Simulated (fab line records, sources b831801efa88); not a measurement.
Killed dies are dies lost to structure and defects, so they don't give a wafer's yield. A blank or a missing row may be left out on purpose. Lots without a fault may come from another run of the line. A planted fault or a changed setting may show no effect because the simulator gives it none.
Which tool did it? | flow sky130 | 10 lots, 30 wafers sampled, at 5 steps of a route of 708

WHAT THE GAUGES READ, wafer by wafer
SKY_VIA3_BOW_MEAS_03.
lot  | measured     | on            | VIA3_BOW (um)
L823 | day 38 22:31 | film_metro-01 | 81 88 85
L824 | day 39 15:30 | film_metro-01 | 78 81 83
L825 | day 39 23:58 | film_metro-03 | 83 81 79
L829 | day 40 19:58 | film_metro-01 | 85 80 84
L838 | day 43 07:55 | film_metro-01 | 73 61 79
L839 | day 43 19:22 | film_metro-02 | 73 86 77
L841 | day 45 00:22 | film_metro-02 | 85 77 82
L844 | day 45 04:16 | film_metro-03 | 86 89 91

WHICH TOOL RAN EACH LOT (tool, then ch and the chambers of the sampled wafers, then the start)
lot  | SKY_METAL2_ETCH_18                | SKY_METAL3_ETCH_16                | SKY_METAL3_ETCH_17                 | SKY_METAL3_STRIP_19
L823 | rie_metal-04 ch 0, day 35 12:21   | rie_metal-04 ch 0,1, day 38 21:05 | rie_diel-02 ch 1,2, day 38 21:11   | plasma_asher-04 ch 0,1, day 38 21:23
L824 | rie_metal-03 ch 0,1, day 36 07:00 | rie_metal-01 ch 0,1, day 39 14:05 | rie_diel-04 ch 0,1,3, day 39 14:11 | plasma_asher-04 ch 0,1, day 39 14:23
L825 | rie_metal-03 ch 0,1, day 36 15:10 | rie_metal-01 ch 0,1, day 39 22:33 | rie_diel-04 ch 0,1, day 39 22:39   | plasma_asher-03 ch 0,1, day 39 22:51
L829 | rie_metal-04 ch 0,1, day 37 11:29 | rie_metal-01 ch 0,1, day 40 18:00 | rie_diel-02 ch 0,1,2, day 40 18:06 | plasma_asher-03 ch 0,1, day 40 18:17
L831 | rie_metal-04 ch 0,1, day 38 11:23 | rie_metal-01 ch 0,1, day 41 16:12 | rie_diel-01 ch 0,1,2, day 41 16:18 | plasma_asher-04 ch 0,1, day 41 16:29
L832 | rie_metal-03 ch 0,1, day 38 12:26 | rie_metal-01 ch 0,1, day 41 17:38 | rie_diel-02 ch 0,1, day 41 17:42   | plasma_asher-03 ch 0,1, day 41 17:56
L838 | rie_metal-01 ch 0,1, day 40 02:57 | rie_metal-02 ch 0,1, day 43 06:30 | rie_diel-01 ch 1,2, day 43 06:36   | plasma_asher-03 ch 0,1, day 43 06:48
L839 | rie_metal-01 ch 0,1, day 40 15:26 | rie_metal-01 ch 0,1, day 43 17:53 | rie_diel-02 ch 0,1,3, day 43 17:59 | plasma_asher-03 ch 0,1, day 43 18:11
L841 | rie_metal-01 ch 0,1, day 41 23:09 | rie_metal-02 ch 0, day 44 22:56   | rie_diel-04 ch 0,1, day 44 23:02   | plasma_asher-04 ch 0,1, day 44 23:14
L844 | rie_metal-04 ch 0,1, day 42 03:21 | rie_metal-02 ch 1, day 45 02:24   | rie_diel-01 ch 1,2,3, day 45 02:30 | plasma_asher-01 ch 0,1, day 45 02:42
- SKY_METAL2_ETCH_18: etches BARC in N2/H2, stops on SiO2, time 45.9 s, target depth 60 nm.
- SKY_METAL3_ETCH_16: etches BARC in N2/H2, stops on SiO2, time 88.2 s, target depth 60 nm.
- SKY_METAL3_ETCH_17: etches SiO2 in C4F8/O2/Ar, stops on TiN, time 3.9 s, target depth 15 nm.
- SKY_METAL3_STRIP_19: strips in O2/N2.

THE ANSWER, worked out from the rows above alone
Rule: what is usual is taken from the lots themselves. Put in order of their means at a reading, lots are off if they are a third of the lots or fewer, leave a main group of 4 or more, and stand apart from it by a gap of 3 or more times the standard deviation of the main group's means; of several such gaps the widest counts. A main group whose means are all the same, to the digits that the tables above print for the reading, isn't used. A lot without any number at a reading at which 4 lots or more have one is off too. The other lots that the step has rows for count as sound.
No lot is off at any reading shown: from this, nothing can be told.

WHAT THE SIMULATOR HAD PUT IN
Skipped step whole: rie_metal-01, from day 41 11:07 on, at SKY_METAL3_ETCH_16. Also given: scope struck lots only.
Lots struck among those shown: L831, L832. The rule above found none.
